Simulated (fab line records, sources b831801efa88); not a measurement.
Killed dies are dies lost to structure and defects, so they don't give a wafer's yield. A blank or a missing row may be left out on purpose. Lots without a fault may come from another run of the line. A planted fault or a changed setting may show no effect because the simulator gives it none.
fab line records | flow sky130
record lots=7 wafers=21 last_day=49
route steps=708 shown LDD_HVN@270 LDD_HVP@278 PAD_OPEN@708
lots that met no fault: from a run of the same line without faults
start_h: hours from the record's first day to the start of the lot's first wafer shown | wait_h: hours since the lot's step before | " the same as in the row above | L1.1+2: a row that stands for several wafers | - no value, or no start given | * or withheld: withheld | < > ~ a bound
route shown NAME@n: a module of which the file shows steps, and the number in the route of the first | usual: mean/standard deviation of fault-free wafers | same: alike in all rows | chamber/n: place in a boat | sites: the reading at each site | _std_site: their standard deviation | _edge_site: outer sites' mean less inner sites' | radius_mm: how far each site lies from the wafer's centre | mask NAME#n: copy n | behind: the tool/chamber that last shaped the wafer | hold: why the lot was held/for how many hours/how that ended | device: the transistor (n, p or np) that didn't switch | end of line: the same wafers' tests at the end of the route | a step without rows: its recipe alone | killed: dies lost to structure and defects at the first sort, not the wafer's yield | map: a wafer's dies, x killed, . not, _ none there
set.NAME: the setting as run; set.NAME@STEP: as run at that earlier step | model.NAME: the simulator's own value behind a step, which no gauge read
lots at some steps of the route; a table a step, a row a wafer
services: from which hour (start_h, from the record's first day; less than 0 if before it) a tool's chamber was out of use, for how many hours, and why
## steps
# step SKY_LDD_HVN_SOFTBAKE_03
# recipe temp_c=90 time_s=60 resist=NOVOLAK
# step SKY_LDD_HVN_EXPOSE_04
# recipe mask_id=HVNTM na=0.6 source_shape=conventional sigma_outer=0.6 polarization=unpolarized target_cd_nm=700 dose_mj=127
# step SKY_LDD_HVN_PEB_05
# recipe temp_c=withheld time_s=* resist=NOVOLAK
# step SKY_LDD_HVN_DEVELOP_06
# recipe resist=NOVOLAK developer=TMAH develop_time_s=60 dev_temp_c=23
# step SKY_LDD_HVN_OVL_MEAS_07
# usual LDD_HVN_OVL=-0.1/1.6
# columns lot.wafer tool chamber start_h wait_h LDD_HVN_OVL[nm]
L615.1 overlay-01 - 457.70 0.1 -2.1
L615.5 " - " " 0.5
L615.6 " - " " 0.2
L617.4 overlay-02 - 482.48 0.1 -1.2
L617.5 " - " " -1.8
L617.6 " - " " 1.5
L618.2 overlay-02 - 487.06 0.1 1.5
L618.4 " - " " 1.2
L618.5 " - " " -0.5
L619.3 overlay-01 - 493.32 0.1 -0.7
L619.4 " - " " -0.3
L619.5 " - " " 2.1
L621.2 overlay-02 - 520.56 0.1 2.3
L621.4 " - " " 1.0
L621.6 " - " " 2.0
L622.1 overlay-02 - 541.20 0.1 -2.9
L622.2 " - " " -0.9
L622.5 " - " " -3.4
L630.2 overlay-02 - 617.45 0.1 0.5
L630.4 " - " " -3.6
L630.5 " - " " 0.3
# step SKY_LDD_HVN_IMPLANT_08
# recipe species=P energy_kev=60 dose_cm2=3e+13 tilt_deg=40
# step SKY_LDD_HVN_STRIP_09
# recipe chemistry=O2/N2 power_w=1400 pressure_mtorr=1500 platen_temp_c=withheld o2_flow_sccm=3000 n2_flow_sccm=300 overash_fraction=0.5
# usual chamber_pressure_mTorr=1499.9/1.3 drypump_motor_current_A=5.34/0.24 oes_product_au=0.409/0.0043 strip_time_to_endpoint_s=4.142/0.014
# columns lot.wafer tool chamber start_h wait_h chamber_pressure_mTorr drypump_motor_current_A oes_product_au rf_hours_counter_h strip_time_to_endpoint_s
L615.1 plasma_asher-02 0 457.95 0.1 1503.5 5.70 0.414 3 4.119
L615.5 " 1 " " 1499.6 5.42 0.412 - 4.130
L615.6 " 0 " " 1501.9 5.71 0.407 - 4.117
L617.4 plasma_asher-01 1 482.68 0.1 1501.1 5.69 0.409 - 4.139
L617.5 " 0 " " 1499.9 5.37 0.414 - 4.154
L617.6 " 1 " " 1500.5 5.67 0.403 - 4.137
L618.2 plasma_asher-01 1 487.24 0.1 1501.5 5.67 0.408 35 4.140
L618.4 " 1 " " 1496.0 5.69 0.405 - 4.157
L618.5 " 0 " " 1502.7 5.35 0.409 - 4.141
L619.3 plasma_asher-02 0 493.53 0.1 1500.9 5.72 0.411 - 4.097
L619.4 " 1 " " 1501.5 5.43 0.409 - 4.124
L619.5 " 1 " " 1499.6 5.43 0.407 - 4.133
L621.2 plasma_asher-02 0 520.74 0.1 1500.3 5.70 0.409 10 4.139
L621.4 " 1 " " 1500.0 5.43 0.407 - 4.129
L621.6 " 1 " " 1498.7 5.43 0.404 - 4.125
L622.1 plasma_asher-03 0 541.38 0.1 1500.6 5.03 0.400 69 4.141
L622.2 " 1 " " 1500.3 5.40 0.405 69 4.137
L622.5 " 1 " " 1501.6 5.38 0.409 - 4.129
L630.2 plasma_asher-03 0 617.63 0.1 1502.0 5.06 0.405 77 4.131
L630.4 " 1 " " 1500.4 5.43 0.408 - 4.139
L630.5 " 1 " " 1497.5 5.37 0.409 - 4.161
# step SKY_LDD_HVN_TW_MEAS_10
# usual LDD_HVN_TW=1442/11
# columns lot.wafer tool chamber start_h wait_h LDD_HVN_TW
L615.1 film_metro-03 - 458.05 0.1 1445
L615.5 " - " " 1452
L615.6 " - " " 1449
L617.4 film_metro-01 - 482.77 0.1 1437
L617.5 " - " " 1443
L617.6 " - " " 1446
L618.2 film_metro-03 - 487.35 0.1 1469
L618.4 " - " " 1462
L618.5 " - " " 1459
L619.3 film_metro-04 - 493.61 0.1 1440
L619.4 " - " " 1438
L619.5 " - " " 1435
L621.2 film_metro-03 - 520.85 0.1 1451
L621.4 " - " " 1471
L621.6 " - " " 1458
L622.1 film_metro-01 - 541.48 0.1 1448
L622.2 " - " " 1437
L622.5 " - " " 1442
L630.2 film_metro-04 - 617.74 0.1 1425
L630.4 " - " " 1427
L630.5 " - " " 1423
# step SKY_LDD_HVP_DEHYDRATE_00
# recipe temp_c=200 time_s=60
# step SKY_LDD_HVP_HMDS_01
# recipe prime_time_s=60 prime_temp_c=120
# step SKY_LDD_HVP_COAT_02
# recipe resist=NOVOLAK spin_rpm=3000 resist_thk_nm=300
# step SKY_LDD_HVP_SOFTBAKE_03
# recipe temp_c=90 time_s=60 resist=NOVOLAK
# step SKY_LDD_HVP_EXPOSE_04
# recipe mask_id=HVPTM na=0.6 source_shape=conventional sigma_outer=0.6 polarization=unpolarized target_cd_nm=700 dose_mj=86
# same na=0.6 sigma_outer=0.6
# columns lot.wafer tool chamber start_h wait_h mask model.LDD_HVP.overlay_x_nm
L615.1+5+6 iline_stepper-02 0 473.51 - HVPTM#0 0.219
L617.4+5+6 iline_stepper-02 0 498.57 - HVPTM#0 0.04157
L618.2+4+5 iline_stepper-02 0 502.88 - HVPTM#0 61.71
L619.3+4+5 iline_stepper-02 0 508.72 - HVPTM#0 61.87
L621.2+4+6 iline_stepper-01 0 536.28 - HVPTM#0 -0.9402
L622.1+2+5 iline_stepper-02 0 555.89 - HVPTM#0 62.5
L630.2+4+5 iline_stepper-01 0 632.78 - HVPTM#0 0.788
# step SKY_LDD_HVP_PEB_05
# recipe temp_c=withheld time_s=* resist=NOVOLAK
# step SKY_LDD_HVP_DEVELOP_06
# recipe resist=NOVOLAK developer=TMAH develop_time_s=60 dev_temp_c=23
# step SKY_LDD_HVP_OVL_MEAS_07
# usual LDD_HVP_OVL=-1.7/1.3
# columns lot.wafer tool chamber start_h wait_h hold LDD_HVP_OVL[nm]
L615.1 overlay-02 - 488.01 0.1 - -0.5
L615.5 " - " " - -1.5
L615.6 " - " " - -1.4
L617.4 overlay-02 - 512.85 0.1 - -1.2
L617.5 " - " " - -1.4
L617.6 " - " " - 0.2
L618.2 overlay-01 - 517.86 0.1 await_dispo/0.2h/release 60.7
L618.4 " - " " await_dispo/0.2h/release 60.6
L618.5 " - " " await_dispo/0.2h/release 59.1
L618.2 overlay-01 - 518.13 0.3 - 62.0
L618.4 " - " " - 61.4
L618.5 " - " " - 59.9
L619.3 overlay-01 - 523.77 0.1 await_dispo/0.2h/release 60.8
L619.4 " - " " await_dispo/0.2h/release 60.2
L619.5 " - " " await_dispo/0.2h/release 59.6
L619.3 overlay-01 - 523.97 0.2 - 62.2
L619.4 " - " " - 61.4
L619.5 " - " " - 60.3
L621.2 overlay-02 - 550.71 0.1 - -1.8
L621.4 " - " " - -1.1
L621.6 " - " " - -3.2
L622.1 overlay-02 - 570.59 0.1 await_dispo/0.2h/release 59.2
L622.2 " - " " await_dispo/0.2h/release 60.8
L622.5 " - " " await_dispo/0.2h/release 60.2
L622.1 overlay-02 - 570.79 0.2 - 59.4
L622.2 " - " " - 62.0
L622.5 " - " " - 61.6
L630.2 overlay-01 - 646.44 0.1 - -0.3
L630.4 " - " " - 0.1
L630.5 " - " " - -1.1
# step SKY_PAD_OPEN_PROBE_99
# usual defect_limited_yield=82.4/1.8 killed_at_M0_to_M3=44/6.4 killed_at_M4_up=3.6/2.1 killed_at_contacts=23/5.1 killed_at_front_end=15/4.3 killed_at_other=0.3/0.56 killed_dies=86/9 killed_on_rim=17/3.3 killed_open=47/6.4 killed_short=39/5.8 sort_bin_3_pad_short=0.8/0.46 sort_bin_5_function=10.4/1.4 sort_bin_6_memory=6.4/1.1 sort_n_pass=406/9 sort_yield_pct=82.4/1.8
# same gross_dies=492 killed_at_back_side=0 sort_bin_4_leakage[%]=0 sort_bin_8_speed[%]=0
# columns lot.wafer tool chamber start_h wait_h defect_limited_yield[%] killed_at_M0_to_M3 killed_at_M4_up killed_at_contacts killed_at_front_end killed_at_other killed_dies killed_on_rim killed_open killed_short sort_bin_3_pad_short[%] sort_bin_5_function[%] sort_bin_6_memory[%] sort_n_pass sort_yield_pct[%]
L615.1 prober-01 - 1065.65 0.1 83.5 40 3 20 17 1 81 16 44 37 0.6 9.6 6.3 411 83.5
L615.5 prober-01 - 1065.85 0.2 87.0 31 3 19 10 1 64 19 35 29 0.4 7.5 5.1 428 87.0
L615.6 prober-01 - 1065.90 0.2 84.6 29 3 29 15 0 76 12 46 30 0.8 8.5 6.1 416 84.6
L617.4 prober-01 - 1084.80 0.2 84.1 43 2 18 15 0 78 15 44 34 0.4 8.1 7.3 414 84.1
L617.5 prober-01 - 1084.85 0.2 85.4 38 5 17 11 1 72 15 38 34 0.6 8.9 5.1 420 85.4
L617.6 prober-01 - 1084.90 0.2 82.7 49 5 26 5 0 85 16 47 38 0.4 11.4 5.5 407 82.7
L621.2 prober-02 - 1112.98 0.1 80.1 48 2 32 15 1 98 21 64 33 0.8 11.6 7.5 394 80.1
L621.4 prober-02 - 1113.08 0.2 80.9 43 3 22 25 1 94 21 49 45 0.8 12.0 6.3 398 80.9
L621.6 prober-02 - 1113.18 0.2 84.6 34 0 23 18 1 76 18 44 32 0.4 10.6 4.5 416 84.6
L630.2 prober-02 - 1171.24 0.1 85.4 36 3 20 13 0 72 15 39 31 0.8 7.5 6.3 420 85.4
L630.4 prober-02 - 1171.34 0.2 82.7 44 1 27 13 0 85 18 56 28 1.6 11.4 4.3 407 82.7
L630.5 prober-02 - 1171.39 0.2 82.9 43 2 24 15 0 84 16 45 38 1.2 10.2 5.7 408 82.9
# killed by level:class
L615.1 VIA1:geometric_particle:open=11 LI_CONTACT:geometric_particle:open=7 POLY_GATE:geometric_particle:short=6 CONTACT:geometric_particle:open=5 VIA1:geometric_particle:short=5 FIELD_ISO:geometric_particle:open=4 METAL1:geometric_particle:short=4 VIA3:geometric_particle:open=4
L615.5 LI_CONTACT:geometric_particle:open=6 CONTACT:geometric_particle:open=6 VIA1:geometric_particle:short=6 VIA1:geometric_particle:open=5 VIA2:geometric_particle:open=5 VIA3:geometric_particle:open=5 LOCAL_INTERCONNECT:geometric_particle:short=4 POLY_GATE:geometric_particle:short=4
L615.6 CONTACT:geometric_particle:open=13 VIA1:geometric_particle:open=10 LI_CONTACT:geometric_particle:open=7 POLY_GATE:geometric_particle:open=4 LOCAL_INTERCONNECT:geometric_particle:short=4 CONTACT:geometric_particle:short=4 METAL1:geometric_particle:short=4 VIA2:geometric_particle:open=4
L617.4 CONTACT:geometric_particle:open=10 VIA1:geometric_particle:open=9 METAL1:geometric_particle:short=7 VIA3:geometric_particle:open=7 FIELD_ISO:geometric_particle:short=5 LI_CONTACT:geometric_particle:open=4 METAL1:geometric_particle:open=4 VIA2:geometric_particle:open=4
L617.5 VIA3:geometric_particle:open=8 VIA1:geometric_particle:open=7 LOCAL_INTERCONNECT:geometric_particle:short=6 VIA2:geometric_particle:open=6 LI_CONTACT:geometric_particle:open=5 FIELD_ISO:geometric_particle:short=4 VIA2:geometric_particle:short=4 CONTACT:geometric_particle:open=3
L617.6 LI_CONTACT:geometric_particle:open=10 VIA1:geometric_particle:open=9 METAL1:geometric_particle:short=8 CONTACT:geometric_particle:open=7 VIA2:geometric_particle:open=6 VIA3:geometric_particle:open=6 CONTACT:geometric_particle:short=5 VIA3:geometric_particle:short=4
L621.2 VIA1:geometric_particle:open=15 CONTACT:geometric_particle:open=13 LI_CONTACT:geometric_particle:open=9 FIELD_ISO:geometric_particle:open=6 VIA3:geometric_particle:open=6 METAL2:geometric_particle:short=5 VIA2:geometric_particle:open=5 FIELD_ISO:geometric_particle:short=4
L621.4 VIA1:geometric_particle:open=10 METAL2:geometric_particle:short=10 LI_CONTACT:geometric_particle:open=8 FIELD_ISO:geometric_particle:open=7 FIELD_ISO:geometric_particle:short=6 CONTACT:geometric_particle:open=5 VIA2:geometric_particle:open=5 POLY_GATE:geometric_particle:open=4
L621.6 LI_CONTACT:geometric_particle:open=7 CONTACT:geometric_particle:open=7 VIA1:geometric_particle:short=7 VIA1:geometric_particle:open=6 VIA2:geometric_particle:open=5 FIELD_ISO:geometric_particle:open=4 POLY_GATE:geometric_particle:open=4 LOCAL_INTERCONNECT:geometric_particle:short=4
L630.2 CONTACT:geometric_particle:open=10 METAL1:geometric_particle:short=6 VIA3:geometric_particle:open=6 FIELD_ISO:geometric_particle:short=5 VIA1:geometric_particle:open=5 VIA1:geometric_particle:short=5 METAL1:geometric_particle:open=4 LI_CONTACT:geometric_particle:open=3
L630.4 CONTACT:geometric_particle:open=13 VIA1:geometric_particle:open=12 VIA3:geometric_particle:open=8 LOCAL_INTERCONNECT:geometric_particle:short=7 VIA2:geometric_particle:open=7 FIELD_ISO:geometric_particle:open=6 VIA1:geometric_particle:short=5 CONTACT:geometric_particle:short=3
L630.5 LI_CONTACT:geometric_particle:open=10 VIA1:geometric_particle:open=8 FIELD_ISO:geometric_particle:short=6 METAL2:geometric_particle:short=6 CONTACT:geometric_particle:open=6 METAL1:geometric_particle:short=6 VIA2:geometric_particle:open=5 VIA2:geometric_particle:short=5
## services
# columns tool chamber start_h hours kind
plasma_asher-02 - 446.54 0.3 repair
iline_stepper-02 - 464.12 2.1 pm
iline_stepper-02 - 466.20 - consumable_replace:lamp
plasma_asher-03 - 487.27 28.1 pm
iline_stepper-02 - 540.85 4.4 pm
iline_stepper-01 - 554.21 1.7 pm
plasma_asher-02 - 576.68 1.1 repair
iline_stepper-02 0 580.23 - calibration
plasma_asher-01 - 604.29 109.0 repair
iline_stepper-02 - 607.34 1.7 pm
iline_stepper-01 0 608.65 - calibration
## key
first_sign step=SKY_LDD_HVP_OVL_MEAS_07 reading=visit direction=added
effect step=SKY_LDD_HVP_OVL_MEAS_07 reading=LDD_HVP_OVL direction=up sigmas=48 usual=-1.7 struck=60.1
model_effect step=SKY_LDD_HVP_EXPOSE_04 value=LDD_HVP.overlay_x_nm without=-0.1826 struck=62.03
met_at SKY_LDD_HVP_EXPOSE_04
struck_wafers L618.2,L618.4,L618.5,L619.3,L619.4,L619.5,L622.1,L622.2,L622.5
scrapped_behind SKY_LDD_HVP_OVL_MEAS_07 L618.2,L618.4,L618.5,L619.3,L619.4,L619.5,L622.1,L622.2,L622.5
onset_between 498.57 502.88
fault kind=scanner_matching_overlay tool=iline_stepper-02 chamber=- onset_h=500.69 steps=SKY_LDD_HVP_EXPOSE_04 offset=62.211
